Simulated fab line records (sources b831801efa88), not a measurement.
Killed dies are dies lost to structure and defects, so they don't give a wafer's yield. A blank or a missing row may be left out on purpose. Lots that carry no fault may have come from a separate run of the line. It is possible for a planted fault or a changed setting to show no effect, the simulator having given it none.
Split-lot study	flow sky130	23 wafers read across 5 lots, on a route 708 steps long

## SPLIT DETAILS
At SKY_SONOS_ONO_OXIDATION_00 (stabilise 600 s, purge 300 s, target thk 2.6 nm), the setting temp_c was moved away from the recipe's 800 C on 20 of the 23 wafers read, by -2.2% to +2.8%. For the rest of the wafers, this setting stayed at what the recipe calls for.

No step appears in the file between the split and the reading.

## THE READING
At SKY_SONOS_ONO_THK_MEAS_01: SONOS_ONO_OXIDATION_THK, given in nm. A value of 2.62 nm with a standard deviation of 0.058 nm is what fault-free wafers of this fab line usually give.

wafer	tool, chamber at the split	temp_c as run, C	against the recipe	SONOS_ONO_OXIDATION_THK, nm	against lot-mates on the recipe
L074.2	-, -	822.4	+2.8%	3.61	no lot-mate on the recipe
L074.3	-, -	822.4	+2.8%	3.62	no lot-mate on the recipe
L074.4	-, -	822.4	+2.8%	3.52	no lot-mate on the recipe
L074.5	-, -	822.4	+2.8%	3.64	no lot-mate on the recipe
L074.6	-, -	822.4	+2.8%	3.62	no lot-mate on the recipe
L078.1	furnace-02, 0	800	recipe	2.50	-
L078.3	furnace-02, 0	800	recipe	2.63	-
L078.4	furnace-02, 0	800	recipe	2.62	-
L080.1	-, -	782.7	-2.2%	1.94	no lot-mate on the recipe
L080.3	-, -	782.7	-2.2%	1.96	no lot-mate on the recipe
L080.4	-, -	782.7	-2.2%	2.04	no lot-mate on the recipe
L080.5	-, -	782.7	-2.2%	1.99	no lot-mate on the recipe
L080.6	-, -	782.7	-2.2%	2.06	no lot-mate on the recipe
L082.1	-, -	783	-2.1%	2.01	no lot-mate on the recipe
L082.2	-, -	783	-2.1%	1.96	no lot-mate on the recipe
L082.3	-, -	783	-2.1%	1.98	no lot-mate on the recipe
L082.4	-, -	783	-2.1%	1.96	no lot-mate on the recipe
L082.6	-, -	783	-2.1%	1.95	no lot-mate on the recipe
L083.1	-, -	817.4	+2.2%	3.34	no lot-mate on the recipe
L083.2	-, -	817.4	+2.2%	3.43	no lot-mate on the recipe
L083.3	-, -	817.4	+2.2%	3.41	no lot-mate on the recipe
L083.4	-, -	817.4	+2.2%	3.42	no lot-mate on the recipe
L083.6	-, -	817.4	+2.2%	3.42	no lot-mate on the recipe

THE FIT
A straight line over all 23 wafers: SONOS_ONO_OXIDATION_THK changes by +0.328 nm for each +1% of temp_c; r = +1.00; the points scatter about the line by 0.058 nm.
Too few moved wafers have a lot-mate on the recipe to fit a line with each lot's own level taken away.

## THE WHOLE CHAIN: every reading that the file lists as answering this split, in the file's order
step	what it does	reading	change (the file's fit)	r (the file's)
SKY_SONOS_ONO_OXIDATION_00	stabilise 600 s, purge 300 s, target thk 2.6 nm	SiO2_of_SONOS_ONO_OXIDATION_00.thk_nm (the simulator's own value, which no gauge read)	+0.324 nm for each +1% of the setting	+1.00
SKY_SONOS_ONO_THK_MEAS_01		SONOS_ONO_OXIDATION_THK	+0.328 for each +1% of the setting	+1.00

## FILE'S OWN FIT
SONOS_ONO_OXIDATION_THK changes by +0.328 nm for each +1% of temp_c, r = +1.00.
